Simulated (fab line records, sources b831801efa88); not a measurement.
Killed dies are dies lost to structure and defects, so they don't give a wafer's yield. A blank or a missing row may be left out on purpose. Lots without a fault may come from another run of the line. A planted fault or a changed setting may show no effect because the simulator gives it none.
Which tool did it? | flow sky130 | 6 lots, 18 wafers sampled, at 3 steps of a route of 708

WHAT THE GAUGES READ, wafer by wafer
SKY_POLY_GATE_THK_MEAS_01.
lot  | measured     | on            | POLY_GATE_CVD_00_THK (nm)
L552 | day 14 14:25 | film_metro-04 | 182.0 180.6 181.2
L554 | day 15 08:50 | film_metro-02 | 180.2 180.5 180.3
L556 | day 15 14:33 | film_metro-03 | 182.8 182.7 183.9
L559 | day 16 16:56 | film_metro-02 | 180.5 183.2 181.5
L563 | day 18 06:34 | film_metro-02 | 189.1 189.5 191.4
L573 | day 21 19:51 | film_metro-03 | 177.8 179.0 179.4

WHICH TOOL RAN EACH LOT (tool, then ch and the chambers of the sampled wafers, then the start)
lot  | SKY_NWELL_RTA_28                 | SKY_POLY_GATE_CVD_00
L552 | rtp_anneal-01 ch 0, day 5 11:43  | lpcvd-01 ch 1, day 14 13:13
L554 | rtp_anneal-01 ch 0, day 6 03:52  | lpcvd-01 ch 1, day 15 07:38
L556 | rtp_anneal-01 ch 0, day 6 11:13  | lpcvd-01 ch 1, day 15 13:20
L559 | rtp_anneal-02 ch 0, day 7 05:55  | lpcvd-01 ch 0, day 16 15:44
L563 | rtp_anneal-02 ch 0, day 8 10:28  | lpcvd-01 ch 0, day 18 05:20
L573 | rtp_anneal-01 ch 0, day 10 23:16 | lpcvd-01 ch 0, day 21 18:38
- SKY_NWELL_RTA_28: time 30 s.
- SKY_POLY_GATE_CVD_00: deposits poly-Si, target thk 180 nm, time 720 s.

THE ANSWER, worked out from the rows above alone
Rule: what is usual is taken from the lots themselves. Put in order of their means at a reading, lots are off if they are a third of the lots or fewer, leave a main group of 4 or more, and stand apart from it by a gap of 3 or more times the standard deviation of the main group's means; of several such gaps the widest counts. A main group whose means are all the same, to the digits that the tables above print for the reading, isn't used. A lot without any number at a reading at which 4 lots or more have one is off too. The other lots that the step has rows for count as sound.
Off: L563, at SKY_POLY_GATE_THK_MEAS_01 (POLY_GATE_CVD_00_THK). The main group: mean 181.0 nm, standard deviation 1.5.
A tool fits if, at a process step before that reading, it ran every lot that is off, and no sound lot after the first of them. The gauges at SKY_POLY_GATE_THK_MEAS_01 are tried like those tools. Can't be told from this: 2 tools fit, rtp_anneal-02 at SKY_NWELL_RTA_28, film_metro-02 at SKY_POLY_GATE_THK_MEAS_01.

WHAT THE SIMULATOR HAD PUT IN
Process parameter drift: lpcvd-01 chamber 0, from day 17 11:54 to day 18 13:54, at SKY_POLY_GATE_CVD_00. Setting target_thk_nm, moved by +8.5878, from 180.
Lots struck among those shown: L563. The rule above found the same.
